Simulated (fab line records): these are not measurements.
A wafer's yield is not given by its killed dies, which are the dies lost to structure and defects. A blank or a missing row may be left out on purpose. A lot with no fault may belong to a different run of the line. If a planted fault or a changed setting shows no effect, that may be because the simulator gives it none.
Split-lot study -- flow gf180mcu -- 5 lots, 23 wafers read, on a route of 602 steps

THE SPLIT
At GF_CONTACT_PEB_12 (peb time 90 s), the setting peb temp c was moved away from the recipe's 135 C on 5 of the 23 wafers read, by -2.3% to +1.2%. This setting was run at the recipe's value on the other wafers.

THE PATH FROM SPLIT TO READING: the file shows 1 step between them
- GF_CONTACT_DEVELOP_13: develop time 60 s

THE READING
cd nm (nm) at GF_CONTACT_CD_MEAS_14, where the cd target is 220 nm. A value of 219.7 nm with a standard deviation of 1.1 nm is what fault-free wafers of this fab line usually give.

wafer,"tool, chamber at the split","peb temp c as run, C",against the recipe,"cd nm, nm",against lot-mates on the recipe
L079.2,"litho track-01, 0",135,recipe,218.8,-
L079.3,"litho track-01, 0",135,recipe,220.5,-
L079.4,"litho track-01, 0",136.6,+1.2%,224.4,+4.8
L079.5,"litho track-01, 0",136.6,+1.2%,225.2,+5.5
L079.6,"litho track-01, 0",136.6,+1.2%,224.4,+4.8
L080.2,"litho track-03, 0",135,recipe,220.2,-
L080.5,"litho track-03, 0",135,recipe,219.4,-
L080.6,"litho track-03, 0",135,recipe,219.5,-
L081.1,"litho track-01, 0",135,recipe,219.4,-
L081.2,"litho track-01, 0",135,recipe,218.9,-
L081.3,"litho track-01, 0",135,recipe,219.7,-
L081.4,"litho track-01, 0",135,recipe,220.2,-
L081.5,"litho track-01, 0",135,recipe,220.7,-
L082.1,"litho track-03, 0",135,recipe,221.1,-
L082.2,"litho track-03, 0",135,recipe,220.1,-
L082.3,"litho track-03, 0",135,recipe,219.7,-
L082.5,"litho track-03, 0",135,recipe,219.6,-
L082.6,"litho track-03, 0",135,recipe,220.2,-
L084.1,"litho track-04, 0",135,recipe,220.6,-
L084.2,"litho track-04, 0",131.9,-2.3%,210.2,-10.4
L084.4,"litho track-04, 0",135,recipe,220.1,-
L084.5,"litho track-04, 0",135,recipe,221.1,-
L084.6,"litho track-04, 0",131.9,-2.3%,212.1,-8.5

THE FIT
A straight line over all 23 wafers: cd nm changes by +3.88 nm for each +1% of peb temp c; r = +0.98; the points scatter about the line by 0.69 nm.
The same after taking each lot's own level away (the mean of its wafers on the recipe; 23 wafers): +4.15 nm for each +1%; r = +0.98; scatter 0.62 nm.
According to that fit, moving peb temp c by its largest amount changes the reading by 9.5 nm.
The span of the lots' own levels, 219.65 to 220.60 nm, comes to 0.9 times the standard deviation stated above.
So the lot-to-lot level changes the slope little: the two slopes agree.
Check: -8.95 nm against its lot-mates is what the line predicts for one of the wafers moved furthest among these (-2.3%) when that wafer is left out of the fit. It came out at -10.4 nm against them.

THE WHOLE CHAIN: every reading that the file lists as answering this split, in the file's order
step,what it does,reading,change (the file's fit),r (the file's)
GF_CONTACT_CD_MEAS_14,target cd 220 nm,cd nm,+4.15 nm for each +1% of the setting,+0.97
GF_CONTACT_ETCH_16,etches BARC in N2/H2,"CONTACT.cd nm (the simulator's own value, which no gauge read)",+3.76 nm for each +1% of the setting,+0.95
GF_CONTACT_ETCH_17,"etches SiO2 in C4F8/O2/Ar, stops on CoSi2, target depth 860 nm","CONTACT.cd nm (the simulator's own value, which no gauge read)",+3.74 nm for each +1% of the setting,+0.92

THE FILE'S OWN FIT
cd nm changes by +4.15 nm for each +1% of peb temp c, r = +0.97.
